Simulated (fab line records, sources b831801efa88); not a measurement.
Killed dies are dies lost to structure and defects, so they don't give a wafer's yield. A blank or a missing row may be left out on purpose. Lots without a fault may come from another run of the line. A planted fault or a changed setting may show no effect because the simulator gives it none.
Chamber matching | flow gf180mcu | GF_CONTACT_CMP_27 on cmp-02: 4 sister chambers
The step polishes, stops on SiO2, t overpolish 15 s, target thk 0 nm. 4 wafers are shown with their chamber, then 7 later ones without.

WAFERS WITH THEIR CHAMBER
wafer  | chamber | motor_current_A (A)
L221.4 | 0       | 11.6
L222.3 | 2       | 11.9
L230.1 | 3       | 9.8
L230.2 | 1       | 11.6

WAFERS WITHOUT THEIR CHAMBER
wafer  | motor_current_A (A)
L230.5 | 11.1
L232.1 | 12.4
L232.3 | 10.2
L232.4 | 11.5
L234.1 | 10.1
L234.3 | 11.3
L234.4 | 11.4

WHICH CHAMBER EACH WENT THROUGH
wafer  | from the rows above          | in truth
L230.5 | can't be placed: 0 or 1 or 2 | 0
L232.1 | can't be placed: 2 or 0 or 1 | 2
L232.3 | 3                            | 3
L232.4 | can't be placed: 0 or 1 or 2 | 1
L234.1 | 3                            | 3
L234.3 | can't be placed: 0 or 1 or 2 | 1
L234.4 | can't be placed: 0 or 1 or 2 | 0
Placed correctly: 2 of 7. Can't be placed from these rows: 5 (the true chamber is among the candidates in 5). Placed wrongly: 0.
How it was worked out, from the rows above alone: a wafer's distance from a chamber is the root of the sum, over the readings, of the square of ((its reading less the chamber's mean) divided by the reading's scatter). The wafer belongs to the nearest chamber; if the next one is less than 2 further off, it can't be placed. A chamber's mean is the mean of its shown wafers. The scatter: with one shown wafer a chamber, the root of the mean of the squares of how far each hidden wafer lies from its nearest shown one.
